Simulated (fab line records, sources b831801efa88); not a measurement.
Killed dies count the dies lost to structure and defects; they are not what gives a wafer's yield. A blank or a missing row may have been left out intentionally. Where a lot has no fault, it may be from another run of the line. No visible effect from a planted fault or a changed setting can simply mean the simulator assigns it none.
fab line records -- flow sky130
record lots=11, wafers=33, last_day=49
route steps=708 shown LDD_LDN@296 SPACER@306 SD_P@322
lots untouched by any fault: they come from a run of this same line in which no faults occurred
start_h: hours from the record's opening day to when the first of the lot's shown wafers began -- wait_h: hours since the lot's step before -- " as in the row above -- L1.1+2: one row covering several wafers at once -- - no value, or no start given -- * or withheld: withheld -- < > ~ a bound
route shown NAME@n: NAME is a module with steps in the file, n the number in the route of the first one -- usual: mean/standard deviation of fault-free wafers -- same: alike in all rows -- chamber/n: place in a boat -- sites: per-site readings -- _std_site: how widely they spread, as a standard deviation -- _edge_site: the outer-site mean with the inner-site mean subtracted -- radius_mm: for every site, how far away it sits from the centre of the wafer -- mask NAME#n: copy n -- behind: the most recent tool/chamber to have shaped the wafer -- hold: reason for holding the lot/hours on hold/outcome of the hold -- device: whichever transistor did not switch (one of n, p or np) -- end of line: tests run on the same wafers once the route is complete -- a step without rows: its recipe alone -- killed: not the wafer's yield, but the dies lost to structure and defects at the first sort -- map: the dies of a wafer, with x for killed, . for not killed, _ for no die there
set.NAME: the run value of the setting; set.NAME@STEP: its run value at that earlier step -- model.NAME: the simulator's own value behind a step, which no gauge read
the route's steps for a sample of lots (tables are steps, rows are wafers)
services: from which hour (start_h, from the record's first day; less than 0 if before it) a tool's chamber was out of use, for how many hours, and why
## steps
# step SKY_LDD_LDN_OVL_MEAS_07
# usual LDD_LDN_OVL=-0.1/1.3
lot.wafer,tool,chamber,start_h,wait_h,LDD_LDN_OVL[nm]
L825.3,overlay-01,-,530.36,0.1,-0.7
L825.5,overlay-01,-,530.36,0.1,-0.5
L825.6,overlay-01,-,530.36,0.1,-0.2
L826.2,overlay-01,-,536.02,0.1,0.8
L826.4,overlay-01,-,536.02,0.1,-0.2
L826.5,overlay-01,-,536.02,0.1,0.6
L827.4,overlay-02,-,546.95,0.1,-0.3
L827.5,overlay-02,-,546.95,0.1,-1.3
L827.6,overlay-02,-,546.95,0.1,1.2
L828.1,overlay-01,-,560.11,0.1,1.8
L828.3,overlay-01,-,560.11,0.1,1.7
L828.6,overlay-01,-,560.11,0.1,-0.1
L829.3,overlay-02,-,569.28,0.1,0.6
L829.4,overlay-02,-,569.28,0.1,1.7
L829.5,overlay-02,-,569.28,0.1,-0.4
L830.1,overlay-02,-,571.78,0.1,-0.9
L830.3,overlay-02,-,571.78,0.1,0.9
L830.5,overlay-02,-,571.78,0.1,2.6
L831.2,overlay-01,-,586.06,0.1,1.8
L831.3,overlay-01,-,586.06,0.1,-0.3
L831.6,overlay-01,-,586.06,0.1,0.4
L839.2,overlay-01,-,649.46,0.1,1.3
L839.4,overlay-01,-,649.46,0.1,0.0
L839.5,overlay-01,-,649.46,0.1,0.2
L840.1,overlay-02,-,661.73,0.1,-0.4
L840.5,overlay-02,-,661.73,0.1,1.0
L840.6,overlay-02,-,661.73,0.1,-1.6
L841.1,overlay-02,-,671.70,0.1,0.2
L841.5,overlay-02,-,671.70,0.1,1.0
L841.6,overlay-02,-,671.70,0.1,-1.0
L842.1,overlay-02,-,679.46,0.1,-0.4
L842.3,overlay-02,-,679.46,0.1,-2.2
L842.5,overlay-02,-,679.46,0.1,-1.2
# step SKY_SPACER_ETCHBACK_02
# recipe chemistry=CH3F/O2, target=Si3N4, stop_on=SiO2, source_w=400, bias_w=80, pressure_mtorr=25, ch3f_flow_sccm=40, O2_flow_sccm=30, time_s=46.7, target_depth_a=450
# usual drypump_motor_current_A=5.7/0.34, oes_product_au=0.854/0.0066, throttle_valve_pct=10.563/0.009
lot.wafer,tool,chamber,start_h,wait_h,drypump_motor_current_A,oes_product_au,rf_hours_counter_h,throttle_valve_pct
L825.3,rie_diel-03,3,532.46,0.0,5.7,0.851,2,10.538
L825.5,rie_diel-03,3,532.46,0.0,5.7,0.853,-,10.574
L825.6,rie_diel-03,0,532.46,0.0,6.1,0.860,-,10.561
L826.2,rie_diel-03,0,538.13,0.0,6.1,0.852,4,10.574
L826.4,rie_diel-03,2,538.13,0.0,5.4,0.845,9,10.567
L826.5,rie_diel-03,3,538.13,0.0,5.7,0.845,-,10.557
L827.4,rie_diel-02,0,549.04,0.0,5.7,0.864,48,10.570
L827.5,rie_diel-02,0,549.04,0.0,5.7,0.854,-,10.555
L827.6,rie_diel-02,1,549.04,0.0,6.0,0.859,-,10.563
L828.1,rie_diel-02,2,562.28,0.1,5.4,0.860,7,10.559
L828.3,rie_diel-02,1,562.28,0.1,6.0,0.855,5,10.573
L828.6,rie_diel-02,0,562.28,0.1,5.7,0.862,-,10.574
L829.3,rie_diel-03,2,572.95,0.0,5.4,0.845,10,10.573
L829.4,rie_diel-03,1,572.95,0.0,5.9,0.849,6,10.562
L829.5,rie_diel-03,2,572.95,0.0,5.3,0.861,-,10.550
L830.1,rie_diel-04,0,574.16,0.1,5.0,0.854,68,10.568
L830.3,rie_diel-04,2,574.16,0.1,5.9,0.858,20,10.569
L830.5,rie_diel-04,2,574.16,0.1,5.9,0.851,-,10.570
L831.2,rie_diel-02,3,588.16,0.0,5.4,0.853,2,10.557
L831.3,rie_diel-02,0,588.16,0.0,5.7,0.862,49,10.569
L831.6,rie_diel-02,0,588.16,0.0,5.7,0.848,-,10.569
L839.2,rie_diel-03,2,651.57,0.0,5.3,0.848,12,10.561
L839.4,rie_diel-03,3,651.57,0.0,5.7,0.849,4,10.547
L839.5,rie_diel-03,3,651.57,0.0,5.7,0.855,-,10.565
L840.1,rie_diel-03,2,665.58,0.1,5.3,0.849,12,10.581
L840.5,rie_diel-03,2,665.58,0.1,5.3,0.862,-,10.564
L840.6,rie_diel-03,3,665.58,0.1,5.7,0.842,-,10.549
L841.1,rie_diel-03,0,673.81,0.1,6.1,0.847,7,10.564
L841.5,rie_diel-03,1,673.81,0.1,5.8,0.849,-,10.561
L841.6,rie_diel-03,3,673.81,0.1,5.7,0.842,-,10.566
L842.1,rie_diel-02,0,681.58,0.1,5.7,0.849,50,10.561
L842.3,rie_diel-02,1,681.58,0.1,6.0,0.847,7,10.549
L842.5,rie_diel-02,2,681.58,0.1,5.4,0.838,-,10.578
# step SKY_SD_P_COAT_02
# recipe resist=NOVOLAK, spin_rpm=3000, resist_thk_nm=1140
# usual spin_speed_rpm=2999.7/2.3
lot.wafer,tool,chamber,start_h,wait_h,spin_speed_rpm
L825.3,litho_track-03,0,576.91,0.1,3001.4
L825.5,litho_track-03,0,576.91,0.1,2997.6
L825.6,litho_track-03,0,576.91,0.1,3003.9
L826.2,litho_track-03,0,582.94,0.1,3000.7
L826.4,litho_track-03,0,582.94,0.1,2999.8
L826.5,litho_track-03,0,582.94,0.1,3000.2
L827.4,litho_track-04,0,591.88,0.1,2997.4
L827.5,litho_track-04,0,591.88,0.1,2998.0
L827.6,litho_track-04,0,591.88,0.1,2997.7
L828.1,litho_track-04,0,606.50,0.1,3000.9
L828.3,litho_track-04,0,606.50,0.1,2999.7
L828.6,litho_track-04,0,606.50,0.1,2999.2
L829.3,litho_track-03,0,616.51,0.1,2996.4
L829.4,litho_track-03,0,616.51,0.1,2998.6
L829.5,litho_track-03,0,616.51,0.1,3000.8
L830.1,litho_track-03,0,617.71,0.1,2997.8
L830.3,litho_track-03,0,617.71,0.1,3002.0
L830.5,litho_track-03,0,617.71,0.1,2997.8
L831.2,litho_track-03,0,631.64,0.1,2998.6
L831.3,litho_track-03,0,631.64,0.1,2996.0
L831.6,litho_track-03,0,631.64,0.1,2996.3
L839.2,litho_track-04,0,694.58,0.1,2997.8
L839.4,litho_track-04,0,694.58,0.1,3002.6
L839.5,litho_track-04,0,694.58,0.1,3002.6
L840.1,litho_track-03,0,707.11,0.1,2997.2
L840.5,litho_track-03,0,707.11,0.1,3000.4
L840.6,litho_track-03,0,707.11,0.1,2997.9
L841.1,litho_track-03,0,716.36,0.1,2998.3
L841.5,litho_track-03,0,716.36,0.1,2998.7
L841.6,litho_track-03,0,716.36,0.1,2998.2
L842.1,litho_track-03,0,724.61,0.1,2998.1
L842.3,litho_track-03,0,724.61,0.1,3002.5
L842.5,litho_track-03,0,724.61,0.1,3002.4
# step SKY_SD_P_CD_MEAS_07
# recipe target_cd_nm=380
# usual cd_nm=379.2/2.8
lot.wafer,tool,chamber,start_h,wait_h,cd_nm
L825.3,cd_sem-01,-,591.06,0.1,378.0
L825.5,cd_sem-01,-,591.06,0.1,376.2
L825.6,cd_sem-01,-,591.06,0.1,375.2
L826.2,cd_sem-01,-,596.97,0.1,381.0
L826.4,cd_sem-01,-,596.97,0.1,380.3
L826.5,cd_sem-01,-,596.97,0.1,379.1
L827.4,cd_sem-01,-,607.67,0.1,382.5
L827.5,cd_sem-01,-,607.67,0.1,380.1
L827.6,cd_sem-01,-,607.67,0.1,382.6
L828.1,cd_sem-01,-,620.50,0.1,378.1
L828.3,cd_sem-01,-,620.50,0.1,376.9
L828.6,cd_sem-01,-,620.50,0.1,379.2
L829.3,cd_sem-01,-,630.76,0.1,472.2
L829.4,cd_sem-01,-,630.76,0.1,470.1
L829.5,cd_sem-01,-,630.76,0.1,472.6
L830.1,cd_sem-02,-,631.80,0.1,468.7
L830.3,cd_sem-02,-,631.80,0.1,469.2
L830.5,cd_sem-02,-,631.80,0.1,468.6
L831.2,cd_sem-01,-,646.22,0.1,470.3
L831.3,cd_sem-01,-,646.22,0.1,470.1
L831.6,cd_sem-01,-,646.22,0.1,474.3
L839.2,cd_sem-02,-,708.63,0.1,380.2
L839.4,cd_sem-02,-,708.63,0.1,382.3
L839.5,cd_sem-02,-,708.63,0.1,379.7
L840.1,cd_sem-02,-,720.91,0.1,376.2
L840.5,cd_sem-02,-,720.91,0.1,376.9
L840.6,cd_sem-02,-,720.91,0.1,376.1
L841.1,cd_sem-01,-,730.01,0.1,384.2
L841.5,cd_sem-01,-,730.01,0.1,380.9
L841.6,cd_sem-01,-,730.01,0.1,380.9
L842.1,cd_sem-02,-,737.72,0.1,377.0
L842.3,cd_sem-02,-,737.72,0.1,375.4
L842.5,cd_sem-02,-,737.72,0.1,378.7
# step SKY_SD_P_STRIP_10
# recipe chemistry=O2/N2, power_w=1400, pressure_mtorr=1500, platen_temp_c=withheld, o2_flow_sccm=3000, n2_flow_sccm=300, overash_fraction=0.5
# usual drypump_motor_current_A=5.7/0.35, oes_product_au=0.617/0.0046, strip_time_to_endpoint_s=17.51/0.041
lot.wafer,tool,chamber,start_h,wait_h,drypump_motor_current_A,oes_product_au,rf_hours_counter_h,strip_time_to_endpoint_s
L825.3,plasma_asher-04,0,591.36,0.1,5.7,0.614,-,17.40
L825.5,plasma_asher-04,1,591.36,0.1,6.1,0.618,-,17.45
L825.6,plasma_asher-04,0,591.36,0.1,5.7,0.615,-,17.50
L826.2,plasma_asher-04,1,597.26,0.1,6.2,0.614,92,17.52
L826.4,plasma_asher-04,0,597.26,0.1,5.7,0.614,-,17.53
L826.5,plasma_asher-04,0,597.26,0.1,5.7,0.605,-,17.54
L827.4,plasma_asher-02,1,607.95,0.1,5.4,0.611,-,17.45
L827.5,plasma_asher-02,1,607.95,0.1,5.4,0.619,-,17.44
L827.6,plasma_asher-02,0,607.95,0.1,5.3,0.624,-,17.46
L828.1,plasma_asher-04,0,620.81,0.1,5.7,0.617,95,17.50
L828.3,plasma_asher-04,0,620.81,0.1,5.7,0.618,-,17.51
L828.6,plasma_asher-04,0,620.81,0.1,5.7,0.624,-,17.53
L829.3,plasma_asher-04,0,631.06,0.1,5.7,0.488,-,9.85
L829.4,plasma_asher-04,1,631.06,0.1,6.1,0.489,-,9.89
L829.5,plasma_asher-04,0,631.06,0.1,5.7,0.489,-,9.84
L830.1,plasma_asher-04,1,632.11,0.1,6.1,0.494,96,9.87
L830.3,plasma_asher-04,1,632.11,0.1,6.1,0.490,-,9.88
L830.5,plasma_asher-04,0,632.11,0.1,5.7,0.494,-,9.88
L831.2,plasma_asher-01,1,646.51,0.1,6.2,0.492,86,9.90
L831.3,plasma_asher-01,1,646.51,0.1,6.2,0.490,-,9.89
L831.6,plasma_asher-01,1,646.51,0.1,6.3,0.490,-,9.94
L839.2,plasma_asher-02,1,708.92,0.1,5.4,0.622,25,17.49
L839.4,plasma_asher-02,0,708.92,0.1,5.3,0.614,-,17.50
L839.5,plasma_asher-02,0,708.92,0.1,5.3,0.610,-,17.47
L840.1,plasma_asher-04,0,721.22,0.1,5.7,0.616,106,17.54
L840.5,plasma_asher-04,0,721.22,0.1,5.7,0.620,-,17.53
L840.6,plasma_asher-04,1,721.22,0.1,6.1,0.622,-,17.58
L841.1,plasma_asher-04,0,730.32,0.1,5.6,0.619,106,17.52
L841.5,plasma_asher-04,0,730.32,0.1,5.7,0.614,-,17.51
L841.6,plasma_asher-04,1,730.32,0.1,6.1,0.611,-,17.52
L842.1,plasma_asher-02,1,738.03,0.1,5.4,0.615,28,17.56
L842.3,plasma_asher-02,0,738.03,0.1,5.3,0.619,-,17.55
L842.5,plasma_asher-02,1,738.03,0.1,5.4,0.618,-,17.51
# step SKY_SD_P_TW_MEAS_11
# usual SD_P_TW=2811/34
lot.wafer,tool,chamber,start_h,wait_h,SD_P_TW
L825.3,film_metro-03,-,591.45,0.1,2790
L825.5,film_metro-03,-,591.45,0.1,2784
L825.6,film_metro-03,-,591.45,0.1,2786
L826.2,film_metro-04,-,597.37,0.1,2815
L826.4,film_metro-04,-,597.37,0.1,2799
L826.5,film_metro-04,-,597.37,0.1,2812
L827.4,film_metro-03,-,608.05,0.1,2804
L827.5,film_metro-03,-,608.05,0.1,2778
L827.6,film_metro-03,-,608.05,0.1,2796
L828.1,film_metro-04,-,620.91,0.1,2825
L828.3,film_metro-04,-,620.91,0.1,2837
L828.6,film_metro-04,-,620.91,0.1,2816
L829.3,film_metro-01,-,631.15,0.1,2838
L829.4,film_metro-01,-,631.15,0.1,2849
L829.5,film_metro-01,-,631.15,0.1,2856
L830.1,film_metro-03,-,632.21,0.1,2785
L830.3,film_metro-03,-,632.21,0.1,2771
L830.5,film_metro-03,-,632.21,0.1,2777
L831.2,film_metro-01,-,646.62,0.1,2848
L831.3,film_metro-01,-,646.62,0.1,2850
L831.6,film_metro-01,-,646.62,0.1,2849
L839.2,film_metro-01,-,709.03,0.1,2878
L839.4,film_metro-01,-,709.03,0.1,2877
L839.5,film_metro-01,-,709.03,0.1,2867
L840.1,film_metro-04,-,721.32,0.1,2821
L840.5,film_metro-04,-,721.32,0.1,2819
L840.6,film_metro-04,-,721.32,0.1,2825
L841.1,film_metro-04,-,730.42,0.1,2808
L841.5,film_metro-04,-,730.42,0.1,2814
L841.6,film_metro-04,-,730.42,0.1,2818
L842.1,film_metro-03,-,738.13,0.1,2755
L842.3,film_metro-03,-,738.13,0.1,2761
L842.5,film_metro-03,-,738.13,0.1,2759
## services
tool,chamber,start_h,hours,kind
rie_diel-03,1,510.63,3.9,repair
rie_diel-04,3,522.36,9.8,repair
rie_diel-04,1,533.57,27.0,repair
rie_diel-03,0,542.57,6.9,repair
rie_diel-03,-,580.21,2.8,pm
rie_diel-02,2,605.21,18.3,repair
rie_diel-04,0,606.43,-,clean
rie_diel-04,0,606.43,20.3,scheduled_down
rie_diel-02,3,621.17,9.9,repair
rie_diel-02,2,628.66,6.9,repair
plasma_asher-02,-,636.59,2.8,pm
plasma_asher-01,-,658.28,14.6,pm
plasma_asher-02,-,660.41,3.5,repair
rie_diel-03,2,670.27,11.5,repair
rie_diel-02,3,674.76,8.8,repair
plasma_asher-02,-,680.58,15.6,pm
rie_diel-03,3,713.05,9.3,repair
rie_diel-02,0,719.92,-,clean
rie_diel-02,0,719.92,23.7,scheduled_down
rie_diel-02,0,719.92,23.7,vent_cycle
rie_diel-04,1,725.85,12.6,repair
plasma_asher-04,-,733.75,9.0,pm
plasma_asher-04,0,733.75,9.0,vent_cycle
plasma_asher-04,1,733.75,9.0,vent_cycle
## key
first_sign step=SKY_SD_P_CD_MEAS_07, reading=cd_nm, direction=up, sigmas=33, usual=379.2, struck=470.7
effect step=SKY_SD_P_STRIP_10, reading=strip_time_to_endpoint_s, direction=down, sigmas=99+, usual=*, struck=*
met_at SKY_SD_P_COAT_02
struck_lots L829,L830,L831
tester_left_out L829,L830,L831
not_acting_at SKY_LDD_LDN_OVL_MEAS_07,SKY_SPACER_ETCHBACK_02,SKY_SD_P_TW_MEAS_11
onset_between 582.94 616.51
fault kind=process_parameter_drift, tool=litho_track-03, chamber=-, onset_h=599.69, steps=SKY_SD_P_COAT_02, channel=resist_thk_nm, offset=-660.4, shape=step, end_h=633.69, acts_in=these_recipes_only, stated=1140
# tester_left_out: of these lots the tester's yield and bins aren't shown, on N5 and GAA mostly nor the transistor test; their killed dies are dies lost to structure and defects alone, not to doping, threshold or leakage, so they don't give the yield
